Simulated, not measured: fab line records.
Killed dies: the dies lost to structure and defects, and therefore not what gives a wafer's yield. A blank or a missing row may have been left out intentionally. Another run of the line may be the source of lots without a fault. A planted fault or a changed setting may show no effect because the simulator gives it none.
Chamber matching / flow sky130 / 3 sister chambers for SKY_CONTACT_CVD_00 on pecvd-01
The step deposits Si3N4, target thk 75 nm. 16 wafers are shown with their chamber, then 8 later ones without.

## WAFERS, EACH WITH ITS CHAMBER
wafer=L075.1; chamber=2; heaterPowerW (W)=610
wafer=L075.4; chamber=2; heaterPowerW (W)=613
wafer=L075.6; chamber=1; heaterPowerW (W)=748
wafer=L077.1; chamber=1; heaterPowerW (W)=759
wafer=L077.2; chamber=2; heaterPowerW (W)=611
wafer=L077.4; chamber=1; heaterPowerW (W)=771
wafer=L082.3; chamber=1; heaterPowerW (W)=847
wafer=L082.4; chamber=2; heaterPowerW (W)=518
wafer=L082.5; chamber=1; heaterPowerW (W)=831
wafer=L087.1; chamber=2; heaterPowerW (W)=509
wafer=L087.3; chamber=0; heaterPowerW (W)=671
wafer=L087.5; chamber=0; heaterPowerW (W)=686
wafer=L089.1; chamber=2; heaterPowerW (W)=544
wafer=L089.3; chamber=1; heaterPowerW (W)=844
wafer=L089.6; chamber=2; heaterPowerW (W)=547
wafer=L090.2; chamber=0; heaterPowerW (W)=738

SIGNATURES (means of the wafers above)
reading=heaterPowerW; chamber 0=698.33; chamber 1=800.00; chamber 2=564.57; scatter within a chamber=44.2
Rule: for each reading, subtract the chamber's mean from the wafer's reading, divide by that reading's scatter and square the result; add these up over the readings and take the root, which gives the wafer's distance from the chamber. The wafer belongs to the nearest chamber; if the next one is less than 2 further off, it can't be placed. The scatter: take each reading less its chamber's mean, square it, sum over the shown wafers, divide by the number of wafers less the number of chambers, and take the root.

## WAFERS MISSING THEIR CHAMBER
wafer=L090.3; heaterPowerW (W)=594
wafer=L090.5; heaterPowerW (W)=619
wafer=L092.1; heaterPowerW (W)=867
wafer=L092.2; heaterPowerW (W)=759
wafer=L092.5; heaterPowerW (W)=826
wafer=L094.3; heaterPowerW (W)=734
wafer=L094.4; heaterPowerW (W)=860
wafer=L094.5; heaterPowerW (W)=537

## WHICH CHAMBER EACH ONE RAN IN
wafer=L090.3; from the rows above=can't be placed: 2 or 0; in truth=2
wafer=L090.5; from the rows above=can't be placed: 2 or 0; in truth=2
wafer=L092.1; from the rows above=1; in truth=1
wafer=L092.2; from the rows above=can't be placed: 1 or 0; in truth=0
wafer=L092.5; from the rows above=1; in truth=1
wafer=L094.3; from the rows above=can't be placed: 0 or 1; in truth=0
wafer=L094.4; from the rows above=1; in truth=1
wafer=L094.5; from the rows above=2; in truth=2
4 of 8 placed correctly. These rows do not allow placing 4 (true chamber among the candidates in 4). Number placed wrongly: 0.
